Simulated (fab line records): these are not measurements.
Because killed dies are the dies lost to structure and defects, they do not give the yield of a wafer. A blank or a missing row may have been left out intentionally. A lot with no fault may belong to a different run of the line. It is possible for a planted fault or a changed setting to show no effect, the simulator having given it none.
Struck lot and sound lot, side by side :: flow sky130 :: 15 out of 708 route steps
Sound: wafers L484.1, L484.2, L484.3. Struck: wafer L474.1. (L474.2, L474.5 of the same lot were not struck and are left out.) The cause comes at the end.
At each step with rows: each side's tool, then ch and its chambers, then its first start. Under that, the readings that differ: sound wafers :: struck wafers :: difference of the means :: sigmas: that difference in standard deviations of wafers without a fault.
alike: readings whose means differ by less than 2 such deviations, and words and numbers that are the same on both sides. not compared: withheld readings, readings that some wafer has no value for, bounds like >300 that may hide the same value, and numbers for which the record gives no deviation and whose values overlap.
A row with sigmas, a row that says differs or no value, or rows on one side alone: a step with any of these is where the two part. Numbers that don't overlap but have no deviation are shown without sigmas and don't part them. A reading that every wafer of one side lacks parts them only if that side has two wafers or more.

SKY_LI_CONTACT_CD_MEAS_12: the cd target is 170 nm.
  sound on cd-sem-02 at day 33 13:46; struck on cd-sem-02 at day 29 18:49
  alike: cd-nm
SKY_LI_CONTACT_OVL_MEAS_13:
  sound on overlay-01 at day 33 13:53; struck on overlay-01 at day 29 18:56
  alike: LI_CONTACT_OVL
SKY_LI_CONTACT_ETCH_14: etches BARC in N2/H2, stops on SiO2, time 45.9 s, target depth 60 nm.
  sound on rie-diel-03 ch 0,2,3, day 33 13:56; struck on rie-diel-02 ch 2, day 29 18:59
  alike: drypump-motor-current-A, oes-product-au, throttle-valve-pct
  not compared: rf-hours-counter-h
SKY_LI_CONTACT_ETCH_15: etches PSG in C4F8/O2/Ar, stops on Si, target depth 600 nm.
  sound on rie-diel-03 ch 0,2,3, day 33 13:58; struck on rie-diel-02 ch 2, day 29 19:01
  alike: oes-product-au
SKY_LI_CONTACT_STRIP_16: strips in O2/N2.
  sound on plasma-asher-04 ch 0,1, day 33 14:04; struck on plasma-asher-01 ch 0, day 29 19:07
  alike: drypump-motor-current-A, oes-product-au, strip-time-to-endpoint-s
  not compared: rf-hours-counter-h
then, 2 steps without rows for these wafers: SKY_LI_CONTACT_CLEAN_17 (cleans in NMP, time 600 s); SKY_LI_CONTACT_PRE_CLEAN_18 (time 5.6 s).
SKY_LI_CONTACT_SPUTTER_19: material Ti, target thk 20 nm, time 106.37 s.
  sound on pvd-sputter-02 at day 33 14:21; struck on pvd-sputter-04 at day 29 19:25
  alike: throttle-valve-pct
then, 1 step without rows for these wafers: SKY_LI_CONTACT_SPUTTER_20 (material TiN, target thk 20 nm, time 80 s).
SKY_LI_CONTACT_CVD_21: deposits W, target thk 400 nm, time 120.56 s.
  sound on cvd-w-02 ch 0,1, day 33 14:29; struck on cvd-w-01 ch 1, day 29 19:33
  alike: heater-power-w
SKY_LI_CONTACT_RS_MEAS_22: uses a four-point probe to measure.
  sound on film-metro-03 at day 33 14:37; struck on film-metro-03 at day 29 19:41
reading: LI_CONTACT_W_RS (ohm/sq)
sound: 0.2873 0.2850 0.2860
struck: 0.2802
difference: -0.0059
sigmas: -2
SKY_LI_CONTACT_THK_MEAS_23: measures by xrf.
  sound on film-metro-03 at day 33 14:44; struck on film-metro-03 at day 29 19:48
  alike: LI_CONTACT_W_THK
SKY_LI_CONTACT_CMP_24: polishes, stops on PSG, t overpolish 20 s, target thk 0 nm.
  sound on cmp-02 ch 0,2,3, day 33 15:10; struck on cmp-01 ch 1, day 29 19:58
reading: overpolish-run-s (s)
sound: 19.988 19.991 20.002
struck: 27.140
difference: +7.146
sigmas: +99 or more

reading: t-overpolish-s (s)
sound: 20 20 20
struck: 27.146
difference: +7.146
sigmas: 
  alike: motor-current-A, slurry-filter-dp-kPa, time-to-endpoint-s
then, 1 step without rows for these wafers: SKY_LOCAL_INTERCONNECT_SPUTTER_00 (material TiN, target thk 100 nm, time 83.3 s).
-- a jump in the record: the struck wafers' starts before and after are 16 days apart (it breaks off in module LOCAL_INTERCONNECT and resumes in module PAD_OPEN, where the first step shown is number 708 of the route) --
SKY_PAD_OPEN_PROBE_99:
  sound on prober-02 at day 48 16:05; struck on prober-02 at day 45 20:04
reading: killed-at-contacts
sound: 14 18 25
struck: 32
difference: +13
sigmas: +3

reading: killed-at-other
sound: 0 0 0
struck: 1
difference: +1
sigmas: +2
  alike: killed_at_M0_to_M3, killed_at_M4_up, killed-at-front-end, killed-dies, killed-open, killed-short

WHERE THEY PART
First at SKY_LI_CONTACT_RS_MEAS_22; last, within this record, at SKY_PAD_OPEN_PROBE_99.

WHY: the cause the simulator had injected
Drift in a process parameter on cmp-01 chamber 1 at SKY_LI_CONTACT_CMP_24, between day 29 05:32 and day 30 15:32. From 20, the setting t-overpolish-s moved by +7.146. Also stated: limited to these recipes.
